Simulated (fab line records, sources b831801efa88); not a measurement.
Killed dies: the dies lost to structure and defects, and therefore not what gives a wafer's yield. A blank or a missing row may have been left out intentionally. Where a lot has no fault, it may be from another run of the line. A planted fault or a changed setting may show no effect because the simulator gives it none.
Problem report in the 8D (eight disciplines) form, filled by code | flow gf180mcu | the parts of the form that need people (team, actions taken, sign-off) are left out

== 1. PROBLEM STATEMENT ==
VT_IMPLANT_2_TW at GF_VT_IMPLANT_TW_MEAS_21 reads a mean of 582 on 6 wafers of 2 lots; wafers without a fault read 1203 with a standard deviation of 8.8. That is -71 standard deviations from the usual mean.
The first sign was on wafer L573.2 at day 8 08:02, on film-metro-03. The record has a number at this step for 39 wafers belonging to 13 lots. Rule for "out", or "out of limits": more than 4 standard deviations from the usual mean. The other wafers with a number count as sound.

== 2. WHAT IT IS, AND WHAT IT ISN'T ==
question                    | is                           | is not
which readings at this step | VT_IMPLANT_2_TW              | -
which lots                  | L573, L574                   | L566, L567, L568, L569, L570, L582, L584, L585, L586, L587, L589
which wafers of those lots  | all that have a number       | -
read on which gauges        | film-metro-01, film-metro-03 | film-metro-02
when                        | from day 8 08:02             | up to then (15 sound wafers); but 18 sound wafers of L582, L584, L585, L586, L587, L589 came after

== 3. SUSPECTS, AND WHAT RULES EACH OUT ==
Counting: a tool at any process step up to the reading remains a suspect when it ran all the lots that are out and ran no sound lot after the first of those.
- the gauge at GF_VT_IMPLANT_TW_MEAS_21 has been ruled out. 2 gauges (film-metro-01, film-metro-03) read the wafers that are out.
- implanter-04 at GF_VT_IMPLANT_IMPLANT_19: kept. All lots that are out passed through it, beginning with L573 at day 8 07:49, and no sound lot followed; its final sound lot before that point was L570 at day 7 09:05. On those wafers its own readings are out: dose-ions-cm2, faraday-current-uA.
After counting, what remains is implanter-04 at GF_VT_IMPLANT_IMPLANT_19.

== 4. THE CAUSE (what the simulator had put in) ==
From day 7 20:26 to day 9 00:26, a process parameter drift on implanter-04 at GF_VT_IMPLANT_IMPLANT_19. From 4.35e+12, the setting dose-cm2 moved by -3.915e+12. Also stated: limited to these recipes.
Only this tool survived the counting.

== 5. SEQUENCE OF EFFECTS, ordered by route ==
Each row: a reading where the mean over the struck wafers with a number is more than 3 standard deviations away from the usual. Readings are gone through only where the record gives a usual standard deviation; hours: the median, over the lots, of the time from a lot's start at the first step in this table giving one to that lot's start at this step; sigmas: the change measured in usual standard deviations.
hours | step                     | reading            | usual    | on struck wafers | change    | sigmas
0     | GF_VT_IMPLANT_IMPLANT_19 | dose-ions-cm2      | 4.35e+12 | 4.32e+11         | -3.92e+12 | -99 or more
0     | GF_VT_IMPLANT_IMPLANT_19 | faraday-current-uA | 24.6     | 2.5              | -22.1     | -46
0     | GF_VT_IMPLANT_TW_MEAS_21 | VT_IMPLANT_2_TW    | 1203     | 582              | -622      | -71
Process steps it contains:
- GF_VT_IMPLANT_IMPLANT_19
Later steps that measure or inspect, where all struck wafers having a row at the step show a number for every such reading and not one has moved that far: GF_HV_LDD_TW_MEAS_11, GF_M1_THK_MEAS_06.

== 6. WHAT WOULD HAVE CAUGHT IT SOONER ==
12 hours passed between the start of the fault at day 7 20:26 and the first reading out of limits at a measuring or inspecting step in this record, taken at day 8 08:02.
Tool's own readings at GF_VT_IMPLANT_IMPLANT_19, dose-ions-cm2, faraday-current-uA: out on all struck wafers the step has rows for; an alarm limit on them would have tripped on the first.
Of the lots that are out (2), L574 began GF_VT_IMPLANT_IMPLANT_19 on implanter-04 after day 8 08:02. Holding the tool at that time would have saved it.
